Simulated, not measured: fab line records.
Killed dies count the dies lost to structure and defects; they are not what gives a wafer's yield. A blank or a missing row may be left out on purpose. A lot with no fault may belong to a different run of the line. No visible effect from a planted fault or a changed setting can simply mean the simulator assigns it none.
fab line records	flow sky130
record lots=5	wafers=15	lastDay=50
route steps=708 shown SD_N@352 SD_P@359 RES_XHIGH@360 SALICIDE@361 LI_CONTACT@362 LOCAL_INTERCONNECT@387 PAD_OPEN@708
lots that met no fault: taken from a fault-free run of the same line
startH: hours from the record's opening day to when the first of the lot's shown wafers began	waitH: hours elapsed since this lot's preceding step	" repeats the value in the row above	L1.1+2: a single row standing in for several wafers	- either no value or no given start	* or withheld: withheld	< > ~ a bound
route shown NAME@n: a module of which the file shows steps, and the number in the route of the first	usual: mean/standard deviation of fault-free wafers	same: alike in all rows	chamber/n: place in a boat	sites: readings site by site	_std_site: the values' standard deviation	_edge_site: inner sites' mean taken away from outer sites' mean	radiusMm: for every site, how far away it sits from the centre of the wafer	mask NAME#n: copy n	behind: the last tool/chamber to shape the wafer	hold: why the lot was held/for how many hours/how that ended	device: which transistor (n, p or np) failed to switch	end of line: tests of these same wafers at the route's end	step lacking rows: just its recipe	killed: dies lost to structure and defects at the first sort, not the wafer's yield	map: the dies of a wafer, with x for killed, . for not killed, _ for no die there
set.NAME: the run value of the setting; set.NAME@STEP: its run value at that earlier step	model.NAME: the simulator's own value behind a step, which no gauge read
lots at some steps of the route; a table a step, a row a wafer
services: a tool's chamber out of use, with start hour (startH, from the record's first day; less than 0 if before it), hours out, and reason
## steps
# step SKY_SD_N_IMPLANT_10
# recipe species=P	energyKev=20	doseCm2=1e+14	tiltDeg=0
# step SKY_SD_N_STRIP_11
# recipe chemistry=O2/N2	powerW=1400	pressureMtorr=1500	platenTempC=withheld	o2FlowSccm=3000	n2FlowSccm=300	overashFraction=0.5
# step SKY_SD_N_TW_MEAS_12
# usual SD_N_TW=3964/29
lot.wafer	tool	chamber	startH	waitH	SD_N_TW
L160.1	filmMetro-04	-	692.86	0.1	3994
L160.3	"	-	"	"	3985
L160.5	"	-	"	"	3992
L163.1	filmMetro-02	-	716.13	0.1	3957
L163.2	"	-	"	"	3927
L163.5	"	-	"	"	3958
L172.1	filmMetro-02	-	792.54	0.1	3970
L172.2	"	-	"	"	3973
L172.3	"	-	"	"	3940
L171.3	filmMetro-04	-	793.46	0.1	3982
L171.4	"	-	"	"	3992
L171.5	"	-	"	"	4005
L176.2	filmMetro-03	-	837.84	0.1	3954
L176.3	"	-	"	"	3951
L176.6	"	-	"	"	3952
# step SKY_SD_N_CLEAN_13
# recipe chemistry=SC1/SC2	mix=1:4:20	tempC=70	timeS=150	dry=n2Spin
# step SKY_SD_N_RTA_14
# recipe tempC=1075	timeS=2	idleTempC=650	rampUpCPerS=150	rampDownCPerS=90	ambient=N2
# usual lampPowerPct=15.74/0.053	wafer_temp_C_max=1078.1/1.2
lot.wafer	tool	chamber	startH	waitH	lampPowerPct	wafer_temp_C_max
L160.1	rtpAnneal-02	0	692.97	0.0	15.77	1077.2
L160.3	"	0	"	"	15.62	1077.4
L160.5	"	0	"	"	15.75	1077.5
L163.1	rtpAnneal-01	0	716.24	0.0	15.77	1078.1
L163.2	"	0	"	"	15.71	1079.7
L163.5	"	0	"	"	15.80	1077.2
L172.1	rtpAnneal-02	0	792.65	0.0	15.78	1077.5
L172.2	"	0	"	"	15.73	1080.1
L172.3	"	0	"	"	15.79	1079.2
L171.3	rtpAnneal-02	0	793.58	0.0	15.73	1078.6
L171.4	"	0	"	"	15.74	1078.4
L171.5	"	0	"	"	15.72	1076.3
L176.2	rtpAnneal-01	0	837.96	0.0	15.74	1076.5
L176.3	"	0	"	"	15.83	1077.3
L176.6	"	0	"	"	15.69	1077.9
# step SKY_SD_N_RS_MEAS_16
# recipe thkMeasGauge=four-point-probe
# usual SD_N_RS=68.48/0.11
lot.wafer	tool	chamber	startH	waitH	SD_N_RS[ohm/sq]
L160.1	filmMetro-02	-	693.14	0.1	68.44
L160.3	"	-	"	"	68.35
L160.5	"	-	"	"	68.53
L163.1	filmMetro-04	-	716.42	0.1	68.47
L163.2	"	-	"	"	68.55
L163.5	"	-	"	"	68.47
L172.1	filmMetro-04	-	792.88	0.1	68.52
L172.2	"	-	"	"	68.35
L172.3	"	-	"	"	68.45
L171.3	filmMetro-04	-	793.77	0.1	68.63
L171.4	"	-	"	"	68.50
L171.5	"	-	"	"	68.59
L176.2	filmMetro-02	-	838.19	0.1	68.53
L176.3	"	-	"	"	68.49
L176.6	"	-	"	"	68.46
# step SKY_SD_N_RS_MEAS_17
# recipe thkMeasGauge=four-point-probe
# usual SD_P_RS=146.9/0.32
lot.wafer	tool	chamber	startH	waitH	SD_P_RS[ohm/sq]
L160.1	filmMetro-02	-	693.26	0.1	147.2
L160.3	"	-	"	"	147.1
L160.5	"	-	"	"	147.0
L163.1	filmMetro-04	-	716.54	0.1	146.9
L163.2	"	-	"	"	146.7
L163.5	"	-	"	"	147.1
L172.1	filmMetro-04	-	793.00	0.1	147.1
L172.2	"	-	"	"	146.9
L172.3	"	-	"	"	147.2
L171.3	filmMetro-04	-	793.89	0.1	147.2
L171.4	"	-	"	"	146.7
L171.5	"	-	"	"	147.2
L176.2	filmMetro-02	-	838.31	0.1	147.0
L176.3	"	-	"	"	147.0
L176.6	"	-	"	"	146.8
# step SKY_SD_N_RS_MEAS_18
# recipe thkMeasGauge=four-point-probe
# usual RES_XHIGH_RS=332.8/1.3
lot.wafer	tool	chamber	startH	waitH	RES_XHIGH_RS[ohm/sq]
L160.1	filmMetro-02	-	693.38	0.1	333.7
L160.3	"	-	"	"	334.5
L160.5	"	-	"	"	333.4
L163.1	filmMetro-04	-	716.66	0.1	333.5
L163.2	"	-	"	"	331.6
L163.5	"	-	"	"	333.2
L172.1	filmMetro-04	-	793.12	0.1	331.8
L172.2	"	-	"	"	332.7
L172.3	"	-	"	"	332.0
L171.3	filmMetro-04	-	794.01	0.1	330.5
L171.4	"	-	"	"	332.7
L171.5	"	-	"	"	331.5
L176.2	filmMetro-02	-	838.43	0.1	335.0
L176.3	"	-	"	"	334.4
L176.6	"	-	"	"	335.0
# step SKY_SALICIDE_CLEAN_00
# recipe chemistry=HF-last	timeS=30	dilution=100:1	dry=ipaMarangoni
# step SKY_LI_CONTACT_HDPCVD_00
# recipe material=PSG	targetThkNm=930	sigmaOpenFrac=0.3	timeS=155	tempC=600	sih4FlowSccm=60	pressureMtorr=6
# step SKY_LI_CONTACT_THK_MEAS_01
# recipe reads=PSG_of_LI_CONTACT_HDPCVD_00
# usual LI_CONTACT_HDPCVD_THK=926/9.1
lot.wafer	tool	chamber	startH	waitH	LI_CONTACT_HDPCVD_THK[nm]
L160.1	filmMetro-04	-	693.62	0.1	934
L160.3	"	-	"	"	932
L160.5	"	-	"	"	931
L163.1	filmMetro-02	-	716.89	0.1	920
L163.2	"	-	"	"	919
L163.5	"	-	"	"	927
L172.1	filmMetro-04	-	793.36	0.1	925
L172.2	"	-	"	"	928
L172.3	"	-	"	"	933
L171.3	filmMetro-02	-	794.25	0.1	936
L171.4	"	-	"	"	938
L171.5	"	-	"	"	939
L176.2	filmMetro-02	-	838.66	0.1	923
L176.3	"	-	"	"	917
L176.6	"	-	"	"	919
# step SKY_LI_CONTACT_CMP_02
# recipe material=PSG	downForcePsi=4	platenRpm=60	padVelocityMS=0.94248
# usual edgeZonePressureFrac=1.000/0.0051	motorCurrentA=13.0/1.5	timeToEndpointS=31.4/2.4
lot.wafer	tool	chamber	startH	waitH	edgeZonePressureFrac	motorCurrentA	timeToEndpointS	model.PSG_of_LI_CONTACT_HDPCVD_00.thkNm
L160.1	cmp-01	3	693.78	0.1	0.993	15.0	31.8	596.4
L160.3	"	0	"	"	1.001	10.6	30.7	597.4
L160.5	"	2	"	"	1.004	13.5	28.4	596.8
L163.2	cmp-01	3	717.00	0.1	1.005	14.6	25.6	657.1
L163.1	"	1	"	"	1.004	11.3	23.2	656.3
L163.5	"	3	"	"	0.999	14.5	28.1	656
L172.3	cmp-02	2	793.49	0.1	1.005	14.5	33.5	597.2
L172.1	"	0	"	"	0.999	11.9	29.3	597
L172.2	"	1	"	"	0.997	12.5	30.3	597.4
L171.4	cmp-02	3	794.57	0.3	1.006	13.7	30.7	597.7
L171.3	"	2	"	"	1.006	15.1	34.0	598.5
L171.5	"	3	"	"	0.998	12.3	33.2	596.4
L176.2	cmp-01	1	838.71	0.0	1.004	11.3	28.8	596.5
L176.3	"	3	"	"	1.004	14.5	32.2	596.9
L176.6	"	1	"	"	1.004	11.1	29.2	594.8
# step SKY_LI_CONTACT_BOW_MEAS_03
# recipe mode=bow
# usual LI_CONTACT_BOW=55/7.4
lot.wafer	tool	chamber	startH	waitH	LI_CONTACT_BOW[um]
L160.1	filmMetro-02	-	693.98	0.1	64
L160.3	"	-	"	"	70
L160.5	"	-	"	"	51
L163.1	filmMetro-04	-	717.25	0.1	49
L163.2	"	-	"	"	51
L163.5	"	-	"	"	57
L172.1	filmMetro-04	-	794.09	0.5	60
L172.2	"	-	"	"	51
L172.3	"	-	"	"	63
L171.3	filmMetro-02	-	794.91	0.1	64
L171.4	"	-	"	"	57
L171.5	"	-	"	"	63
L176.2	filmMetro-03	-	839.03	0.3	45
L176.3	"	-	"	"	56
L176.6	"	-	"	"	61
# step SKY_LI_CONTACT_DEHYDRATE_04
# recipe tempC=200	timeS=60
# step SKY_LI_CONTACT_HMDS_05
# recipe primeTimeS=60	primeTempC=120
# step SKY_LI_CONTACT_COAT_06
# recipe resist=BARC	tempC=withheld	timeS=withheld	spinRpm=3000	resistThkNm=60
# step SKY_LI_CONTACT_COAT_07
# recipe resist=KrF-thick	spinRpm=3063	resistThkNm=450
# step SKY_LI_CONTACT_SOFTBAKE_08
# recipe tempC=100	timeS=90	resist=KrF-thick
# step SKY_LI_CONTACT_EXPOSE_09
# recipe maskId=LICM1	na=0.8	sourceShape=annular	sigmaInner=0.55	sigmaOuter=0.85	targetCdNm=170	doseMj=38
# step SKY_LI_CONTACT_PEB_10
# recipe pebTempC=withheld	pebTimeS=withheld	resist=KrF-thick
# step SKY_LI_CONTACT_DEVELOP_11
# recipe developTimeS=60	resist=KrF-thick	devTempC=21
# step SKY_LI_CONTACT_CD_MEAS_12
# recipe targetCdNm=170
# usual cdNm=170.0/1.4
lot.wafer	tool	chamber	startH	waitH	cdNm
L160.1	cdSem-02	-	721.80	-	169.6
L160.3	"	-	"	"	170.3
L160.5	"	-	"	"	169.7
L163.1	cdSem-02	-	744.69	-	171.8
L163.2	"	-	"	"	171.3
L163.5	"	-	"	"	170.2
L172.1	cdSem-02	-	820.60	-	168.3
L172.2	"	-	"	"	166.7
L172.3	"	-	"	"	167.3
L171.3	cdSem-01	-	821.98	-	170.6
L171.4	"	-	"	"	171.7
L171.5	"	-	"	"	169.3
L176.2	cdSem-01	-	865.96	-	169.3
L176.3	"	-	"	"	169.9
L176.6	"	-	"	"	170.2
# step SKY_LI_CONTACT_OVL_MEAS_13
# usual LI_CONTACT_OVL=-3/5.3
lot.wafer	tool	chamber	startH	waitH	LI_CONTACT_OVL[nm]
L160.1	overlay-01	-	721.92	0.1	-1
L160.3	"	-	"	"	2
L160.5	"	-	"	"	-2
L163.1	overlay-02	-	744.81	0.1	3
L163.2	"	-	"	"	-5
L163.5	"	-	"	"	-1
L172.1	overlay-02	-	820.72	0.1	-18
L172.2	"	-	"	"	-4
L172.3	"	-	"	"	-5
L171.3	overlay-01	-	822.07	0.1	-5
L171.4	"	-	"	"	-14
L171.5	"	-	"	"	-3
L176.2	overlay-02	-	866.06	0.1	6
L176.3	"	-	"	"	-6
L176.6	"	-	"	"	-4
# step SKY_LI_CONTACT_ETCH_14
# recipe chemistry=N2/H2	target=BARC	ionEnergyEv=200	sourceW=500	biasW=102	pressureMtorr=30	n2FlowSccm=100	h2FlowSccm=200	stopOn=SiO2	timeS=45.9	targetDepthA=600
# step SKY_LI_CONTACT_ETCH_15
# recipe target=PSG	chemistry=C4F8/O2/Ar	stopOn=Si	taperDeg=4.15	maskMaterial=KrF-thick	sourceW=1500	biasW=1200	pressureMtorr=40	c4f8FlowSccm=withheld	O2_flow_sccm=6	Ar_flow_sccm=300	timeS=withheld	targetDepthA=6000
# usual oesProductAu=0.837/0.0043
lot.wafer	tool	chamber	startH	waitH	oesProductAu	model.etch.depthNm	model.LI_CONTACT.featureDepthNm
L160.1	rieDiel-04	1	722.00	0.0	0.836	596.4	596.4
L160.3	"	2	"	"	0.835	597.4	597.4
L160.5	"	2	"	"	0.831	596.8	596.8
L163.1	rieDiel-03	2	744.89	0.0	0.888	656.3	656.3
L163.2	"	3	"	"	0.882	657.1	657.1
L163.5	"	3	"	"	0.883	656	656
L172.1	rieDiel-02	1	820.80	0.0	0.836	597	597
L172.2	"	0	"	"	0.835	597.4	597.4
L172.3	"	3	"	"	0.833	597.2	597.2
L171.3	rieDiel-04	0	822.14	0.0	0.837	598.5	598.5
L171.4	"	2	"	"	0.834	597.7	597.7
L171.5	"	3	"	"	0.843	596.4	596.4
L176.2	rieDiel-02	0	866.14	0.0	0.834	596.5	596.5
L176.3	"	2	"	"	0.837	596.9	596.9
L176.6	"	2	"	"	0.833	594.8	594.8
# step SKY_LI_CONTACT_STRIP_16
# recipe chemistry=O2/N2	powerW=1400	pressureMtorr=1500	platenTempC=withheld	o2FlowSccm=3000	n2FlowSccm=300	overashFraction=0.5
# usual drypumpMotorCurrentA=6.0/0.51	oesProductAu=0.373/0.005	stripTimeToEndpointS=3.45/0.03
# same overashFraction=0.5
lot.wafer	tool	chamber	startH	waitH	drypumpMotorCurrentA	oesProductAu	rfHoursCounterH	stripTimeToEndpointS
L160.1	plasmaAsher-04	1	722.09	-	6.2	0.374	28	3.41
L160.3	"	1	"	"	6.2	0.366	-	3.41
L160.5	"	1	"	"	6.2	0.375	-	3.41
L163.1	plasmaAsher-04	1	744.97	-	6.1	0.382	31	3.42
L163.2	"	0	"	"	6.2	0.370	31	3.45
L163.5	"	1	"	"	6.2	0.367	-	3.44
L172.1	plasmaAsher-04	0	820.89	-	6.3	0.380	38	3.50
L172.2	"	1	"	"	6.2	0.372	38	3.48
L172.3	"	1	"	"	6.2	0.368	-	3.49
L171.3	plasmaAsher-02	0	822.26	-	5.0	0.379	-	3.46
L171.4	"	1	"	"	6.2	0.373	-	3.45
L171.5	"	1	"	"	6.2	0.380	-	3.45
L176.2	plasmaAsher-02	0	866.22	-	5.0	0.382	70	3.49
L176.3	"	1	"	"	6.2	0.379	-	3.47
L176.6	"	1	"	"	6.2	0.367	-	3.45
# step SKY_LI_CONTACT_CLEAN_17
# recipe chemistry=NMP	timeS=600	tempC=60	dry=n2Spin
# step SKY_LI_CONTACT_PRE_CLEAN_18
# recipe gas=Ar	timeS=5.6	biasV=358
# step SKY_LI_CONTACT_SPUTTER_19
# recipe material=Ti	targetThkNm=20	chamberPressurePa=5	powerW=2500	substrateTempC=200	timeS=106.37
# usual throttleValvePct=30.4/1
lot.wafer	tool	chamber	startH	waitH	throttleValvePct
L160.1	pvdSputter-01	-	722.38	0.0	32.5
L160.3	"	-	"	"	31.2
L160.5	"	-	"	"	31.4
L163.1	pvdSputter-01	-	745.44	0.0	31.4
L163.2	"	-	"	"	32.6
L163.5	"	-	"	"	30.4
L172.1	pvdSputter-03	-	821.20	0.0	29.3
L172.2	"	-	"	"	29.1
L172.3	"	-	"	"	29.5
L171.3	pvdSputter-04	-	822.52	0.0	31.2
L171.4	"	-	"	"	29.0
L171.5	"	-	"	"	30.3
L176.2	pvdSputter-04	-	866.53	0.0	30.1
L176.3	"	-	"	"	29.1
L176.6	"	-	"	"	28.8
# step SKY_LI_CONTACT_SPUTTER_20
# recipe material=TiN	targetThkNm=20	chamberPressurePa=5	powerW=4000	timeS=80
# usual throttleValvePct=30.5/1
lot.wafer	tool	chamber	startH	waitH	throttleValvePct
L160.1	pvdSputter-01	-	722.46	0.0	32.8
L160.3	"	-	"	"	31.4
L160.5	"	-	"	"	31.0
L163.1	pvdSputter-01	-	745.52	0.0	31.3
L163.2	"	-	"	"	32.4
L163.5	"	-	"	"	30.6
L172.1	pvdSputter-03	-	821.27	0.0	29.3
L172.2	"	-	"	"	29.3
L172.3	"	-	"	"	29.8
L171.3	pvdSputter-04	-	822.59	0.0	31.3
L171.4	"	-	"	"	29.2
L171.5	"	-	"	"	29.9
L176.2	pvdSputter-04	-	866.61	0.0	30.0
L176.3	"	-	"	"	29.0
L176.6	"	-	"	"	28.9
# step SKY_LI_CONTACT_CVD_21
# recipe material=W	targetThkNm=400	timeS=120.56	tempC=400	pressureTorr=40
# step SKY_LI_CONTACT_RS_MEAS_22
# recipe thkMeasGauge=four-point-probe	reads=W_of_LI_CONTACT_CVD_21+TiN_of_LI_CONTACT_SPUTTER_20+Ti_of_LI_CONTACT_SPUTTER_19
# usual LI_CONTACT_W_RS=0.283/0.0047
lot.wafer	tool	chamber	startH	waitH	LI_CONTACT_W_RS[ohm/sq]
L160.1	filmMetro-02	-	722.64	0.1	0.283
L160.3	"	-	"	"	0.287
L160.5	"	-	"	"	0.287
L163.1	filmMetro-04	-	745.70	0.1	0.284
L163.2	"	-	"	"	0.274
L163.5	"	-	"	"	0.285
L172.1	filmMetro-04	-	821.46	0.1	0.282
L172.2	"	-	"	"	0.283
L172.3	"	-	"	"	0.282
L171.3	filmMetro-02	-	822.82	0.1	0.287
L171.4	"	-	"	"	0.287
L171.5	"	-	"	"	0.286
L176.2	filmMetro-04	-	866.82	0.1	0.287
L176.3	"	-	"	"	0.288
L176.6	"	-	"	"	0.280
# step SKY_LI_CONTACT_THK_MEAS_23
# recipe thkMeasGauge=xrf	reads=W_of_LI_CONTACT_CVD_21
# usual LI_CONTACT_W_THK=407/7.2
lot.wafer	tool	chamber	startH	waitH	LI_CONTACT_W_THK[nm]
L160.1	filmMetro-02	-	722.76	0.1	403
L160.3	"	-	"	"	399
L160.5	"	-	"	"	401
L163.1	filmMetro-04	-	745.82	0.1	405
L163.2	"	-	"	"	417
L163.5	"	-	"	"	402
L172.1	filmMetro-04	-	821.58	0.1	409
L172.2	"	-	"	"	406
L172.3	"	-	"	"	410
L171.3	filmMetro-02	-	822.92	0.1	399
L171.4	"	-	"	"	399
L171.5	"	-	"	"	400
L176.2	filmMetro-04	-	866.93	0.1	400
L176.3	"	-	"	"	399
L176.6	"	-	"	"	410
# step SKY_LI_CONTACT_CMP_24
# recipe stopOn=PSG	tOverpolishS=20	downForcePsi=3.5	platenRpm=60	targetThkNm=0	padVelocityMS=0.94248
# usual edgeZonePressureFrac=1.000/0.0046	motorCurrentA=11.9/1.3
lot.wafer	tool	chamber	startH	waitH	edgeZonePressureFrac	motorCurrentA	model.PSG_of_LI_CONTACT_HDPCVD_00.thkNm
L160.1	cmp-01	1	722.82	0.1	0.990	10.1	587
L160.3	"	2	"	"	0.997	12.6	587.9
L160.5	"	2	"	"	0.999	12.3	587.3
L163.2	cmp-01	3	746.27	0.4	0.996	13.3	647.7
L163.1	"	0	"	"	1.004	10.0	646.8
L163.5	"	2	"	"	1.003	11.9	646.5
L172.3	cmp-02	0	821.64	0.0	0.995	10.3	587.7
L172.1	"	2	"	"	0.994	13.2	587.6
L172.2	"	3	"	"	0.994	12.2	588
L171.3	cmp-02	0	823.01	0.1	0.998	10.8	589
L171.4	"	2	"	"	1.002	13.9	588.2
L171.5	"	3	"	"	0.996	12.4	587
L176.2	cmp-01	1	866.98	0.0	0.995	10.6	587
L176.3	"	2	"	"	0.999	12.3	587.5
L176.6	"	1	"	"	0.993	10.3	585.3
# step SKY_LOCAL_INTERCONNECT_SPUTTER_00
# recipe material=TiN	targetThkNm=100	tempC=300	powerW=6500	timeS=83.3	chamberPressurePa=0.4
# usual throttleValvePct=30.5/1.1
lot.wafer	tool	chamber	startH	waitH	throttleValvePct
L160.1	pvdSputter-03	-	723.12	0.2	29.0
L160.3	"	-	"	"	29.0
L160.5	"	-	"	"	29.2
L163.1	pvdSputter-03	-	746.52	0.1	29.5
L163.2	"	-	"	"	31.2
L163.5	"	-	"	"	29.1
L172.1	pvdSputter-03	-	821.94	0.1	29.2
L172.2	"	-	"	"	29.4
L172.3	"	-	"	"	31.1
L171.3	pvdSputter-01	-	823.26	0.2	32.4
L171.4	"	-	"	"	30.7
L171.5	"	-	"	"	30.4
L176.2	pvdSputter-01	-	867.28	0.2	32.6
L176.3	"	-	"	"	31.3
L176.6	"	-	"	"	32.5
# step SKY_PAD_OPEN_PROBE_99
# usual killed_at_M0_to_M3=43/6.8	killed_at_M4_up=3.2/1.7	killedAtContacts=24/5.6	killedAtFrontEnd=15/4.7	killedAtOther=0.3/0.59	killedDies=86/10	killedOnRim=16/4	killedOpen=47/6.8	killedShort=39/6.4
# same grossDies=492	killedAtBackSide=0
lot.wafer	tool	chamber	startH	waitH	killed_at_M0_to_M3	killed_at_M4_up	killedAtContacts	killedAtFrontEnd	killedAtOther	killedDies	killedOnRim	killedOpen	killedShort	model.etest.liconPdiff.rcOhm	model.etest.liconNdiff.rcOhm	model.etest.capLiToPoly.cAfUm2	model.etest.liconPoly.rcOhm	model.etest.capLiToWell.cAfUm2
L160.1	prober-02	-	1107.27	0.1	35	4	27	11	1	78	13	41	36	587.1	178.1	96.82	151.8	35.7
L160.3	prober-02	-	1107.37	0.2	45	3	18	15	2	83	17	48	34	584.3	176.4	95.83	146.6	36.96
L160.5	prober-02	-	1107.47	0.2	42	2	19	16	0	79	20	41	38	571.2	182.4	96.03	155.2	37.78
L163.1	prober-01	-	1125.50	0.1	60	2	26	5	0	93	22	47	45	603.6	190.3	83.95	155.4	34.24
L163.2	prober-01	-	1125.55	0.1	47	3	25	17	0	92	17	51	40	622.2	190.2	81.83	154.7	34.37
L163.5	prober-01	-	1125.70	0.2	47	3	24	8	1	83	10	48	34	625.4	197.8	85.07	157	34.27
L172.1	prober-02	-	1180.56	0.1	43	2	20	16	1	82	14	36	45	608	186.4	99.53	160.4	36.89
L172.2	prober-02	-	1180.61	0.1	29	2	14	17	0	62	14	29	33	611.5	190.1	97.24	154.2	36.06
L172.3	prober-02	-	1180.66	0.2	39	3	31	14	0	87	16	44	43	607.6	181.8	95.71	154.8	35.48
L171.3	prober-02	-	1182.16	0.2	40	3	37	19	1	100	19	61	39	564.6	179.8	96.96	153.5	37.27
L171.4	prober-02	-	1182.21	0.2	32	3	34	16	1	86	16	43	43	584.8	176.2	96.78	155.8	36.47
L171.5	prober-02	-	1182.26	0.2	48	1	20	18	0	87	17	59	28	558.9	185.7	97.36	151.4	36.96
L176.2	prober-01	-	1204.65	0.1	39	8	28	11	0	86	14	46	40	583.4	182.9	97.56	153.2	36.9
L176.3	prober-01	-	1204.70	0.2	44	4	24	10	0	82	15	49	32	593	179.4	98.77	153.3	37.96
L176.6	prober-01	-	1204.85	0.2	34	3	25	18	0	80	17	37	42	567.1	181.2	96.44	152.2	37.44
# killed by level:class
L160.1 CONTACT:geometricParticle:open=11 LI_CONTACT:geometricParticle:open=8 VIA1:geometricParticle:short=6 METAL1:geometricParticle:short=5 VIA1:geometricParticle:open=5 FIELD_ISO:geometricParticle:short=4 VIA2:geometricParticle:open=4 METAL3:geometricParticle:short=4
L160.3 VIA3:geometricParticle:open=7 VIA1:geometricParticle:open=7 LI_CONTACT:geometricParticle:open=6 VIA2:geometricParticle:open=6 CONTACT:geometricParticle:open=6 METAL2:geometricParticle:short=6 VIA1:geometricParticle:short=5 FIELD_ISO:geometricParticle:open=4
L160.5 CONTACT:geometricParticle:open=10 VIA1:geometricParticle:open=8 METAL2:geometricParticle:short=8 LI_CONTACT:geometricParticle:open=6 VIA3:geometricParticle:open=6 VIA1:geometricParticle:short=5 POLY_GATE:geometricParticle:short=4 METAL3:geometricParticle:short=4
L163.1 VIA1:geometricParticle:open=15 METAL1:geometricParticle:short=11 LOCAL_INTERCONNECT:geometricParticle:short=9 VIA2:geometricParticle:open=9 CONTACT:geometricParticle:short=6 VIA3:geometricParticle:open=6 CONTACT:geometricParticle:open=5 METAL2:geometricParticle:short=5
L163.2 VIA3:geometricParticle:open=11 VIA1:geometricParticle:open=8 VIA1:geometricParticle:short=7 VIA2:geometricParticle:open=7 LI_CONTACT:geometricParticle:open=6 LOCAL_INTERCONNECT:geometricParticle:short=6 CONTACT:geometricParticle:open=5 METAL2:geometricParticle:short=5
L163.5 VIA1:geometricParticle:open=10 VIA2:geometricParticle:open=9 VIA3:geometricParticle:open=9 CONTACT:geometricParticle:open=7 VIA1:geometricParticle:short=7 LI_CONTACT:geometricParticle:short=6 LI_CONTACT:geometricParticle:open=5 CONTACT:geometricParticle:short=4
L172.1 METAL2:geometricParticle:short=10 CONTACT:geometricParticle:open=8 VIA1:geometricParticle:open=8 VIA3:geometricParticle:open=8 FIELD_ISO:geometricParticle:short=4 POLY_GATE:geometricParticle:short=4 LI_CONTACT:geometricParticle:short=4 VIA2:geometricParticle:open=4
L172.2 VIA1:geometricParticle:open=7 METAL2:geometricParticle:short=5 FIELD_ISO:geometricParticle:short=4 LI_CONTACT:geometricParticle:open=4 METAL1:geometricParticle:short=4 POLY_GATE:geometricParticle:open=3 POLY_GATE:geometricParticle:short=3 CONTACT:geometricParticle:open=3
L172.3 CONTACT:geometricParticle:open=9 LI_CONTACT:geometricParticle:open=8 POLY_GATE:geometricParticle:short=6 LI_CONTACT:geometricParticle:short=6 VIA3:geometricParticle:open=6 VIA1:geometricParticle:short=5 VIA3:geometricParticle:short=5 LOCAL_INTERCONNECT:geometricParticle:short=4
L171.3 CONTACT:geometricParticle:open=18 VIA1:geometricParticle:open=15 LI_CONTACT:geometricParticle:short=7 LI_CONTACT:geometricParticle:open=7 VIA3:geometricParticle:open=5 FIELD_ISO:geometricParticle:short=4 METAL2:geometricParticle:open=4 VIA2:geometricParticle:open=4
L171.4 CONTACT:geometricParticle:open=15 CONTACT:geometricParticle:short=7 VIA1:geometricParticle:open=6 METAL2:geometricParticle:short=5 LOCAL_INTERCONNECT:geometricParticle:short=5 VIA2:geometricParticle:open=5 VIA3:geometricParticle:open=5 FIELD_ISO:geometricParticle:short=4
L171.5 VIA1:geometricParticle:open=13 VIA2:geometricParticle:open=9 CONTACT:geometricParticle:open=7 VIA3:geometricParticle:open=7 LI_CONTACT:geometricParticle:open=6 CONTACT:geometricParticle:short=5 METAL2:geometricParticle:short=5 FIELD_ISO:geometricParticle:short=4
L176.2 CONTACT:geometricParticle:open=12 LI_CONTACT:geometricParticle:open=8 VIA1:geometricParticle:open=7 VIA3:geometricParticle:open=6 POLY_GATE:geometricParticle:open=5 METAL1:geometricParticle:short=5 METAL4:geometricParticle:short=5 CONTACT:geometricParticle:short=4
L176.3 VIA1:geometricParticle:open=12 LI_CONTACT:geometricParticle:open=8 CONTACT:geometricParticle:open=7 METAL2:geometricParticle:short=7 LOCAL_INTERCONNECT:geometricParticle:short=5 VIA3:geometricParticle:open=5 FIELD_ISO:geometricParticle:open=4 VIA2:geometricParticle:open=4
L176.6 METAL1:geometricParticle:short=9 LI_CONTACT:geometricParticle:open=8 VIA3:geometricParticle:open=7 FIELD_ISO:geometricParticle:short=5 POLY_GATE:geometricParticle:short=5 CONTACT:geometricParticle:open=5 VIA1:geometricParticle:open=5 LOCAL_INTERCONNECT:geometricParticle:short=4
## services
tool	chamber	startH	hours	kind
rieDiel-02	2	690.19	8.0	repair
pvdSputter-01	2	707.06	-	consumableReplace:kit
pvdSputter-01	2	707.06	18.0	scheduledDown
pvdSputter-01	2	707.06	18.0	ventCycle
rieDiel-02	-	710.68	1.8	repair
pvdSputter-03	-	714.41	1.3	repair
pvdSputter-03	-	716.47	3.3	repair
rieDiel-02	0	723.26	17.5	repair
cmp-02	-	724.36	3.5	repair
rieDiel-03	-	730.20	2.8	pm
cmp-01	-	731.33	0.4	repair
cmp-02	-	738.57	1.0	repair
cmp-02	-	744.00	4.0	pm
pvdSputter-04	-	748.21	2.4	repair
pvdSputter-04	-	765.86	0.5	repair
rieDiel-04	-	772.85	2.8	pm
rieDiel-04	2	775.69	1.5	repair
plasmaAsher-02	-	788.03	0.9	repair
cmp-01	-	792.24	4.7	pm
pvdSputter-03	1	795.71	-	consumableReplace:kit
rieDiel-03	3	809.12	12.9	repair
cmp-01	-	819.24	15.2	pm
rieDiel-04	0	840.28	5.1	repair
plasmaAsher-04	-	840.38	3.2	repair
## key
firstSign step=SKY_LI_CONTACT_CMP_02	reading=timeToEndpointS	direction=down	sigmas=2.4	usual=*	struck=*
effect step=SKY_LI_CONTACT_ETCH_15	reading=oesProductAu	direction=up	sigmas=11	usual=0.837	struck=0.884
modelEffect step=SKY_LI_CONTACT_CMP_02	value=PSG_of_LI_CONTACT_HDPCVD_00.thkNm	without=596.7	struck=656.5
modelEffect step=SKY_LI_CONTACT_ETCH_15	value=etch.depthNm	without=596.7	struck=656.5
modelEffect step=SKY_LI_CONTACT_CMP_24	value=PSG_of_LI_CONTACT_HDPCVD_00.thkNm	without=587.3	struck=647
modelEffect step=SKY_PAD_OPEN_PROBE_99	value=etest.liconPdiff.rcOhm	without=583.5	struck=617.1
metAt SKY_LI_CONTACT_CMP_02
struckWafers L163.1,L163.2,L163.5
testerLeftOut L163
onsetBetween 693.78 717.00
alsoFits SKY_LI_CONTACT_ETCH_15:rieDiel-03
fault kind=processParameterDrift	tool=cmp-01	chamber=-	onsetH=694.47	steps=SKY_LI_CONTACT_CMP_02	channel=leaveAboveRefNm	offset=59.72	shape=step	endH=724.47	actsIn=theseRecipesOnly	stated=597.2
# testerLeftOut: of these lots the tester's yield and bins aren't shown, on N5 and GAA mostly nor the transistor test; their killed dies are dies lost to structure and defects alone, not to doping, threshold or leakage, so they don't give the yield
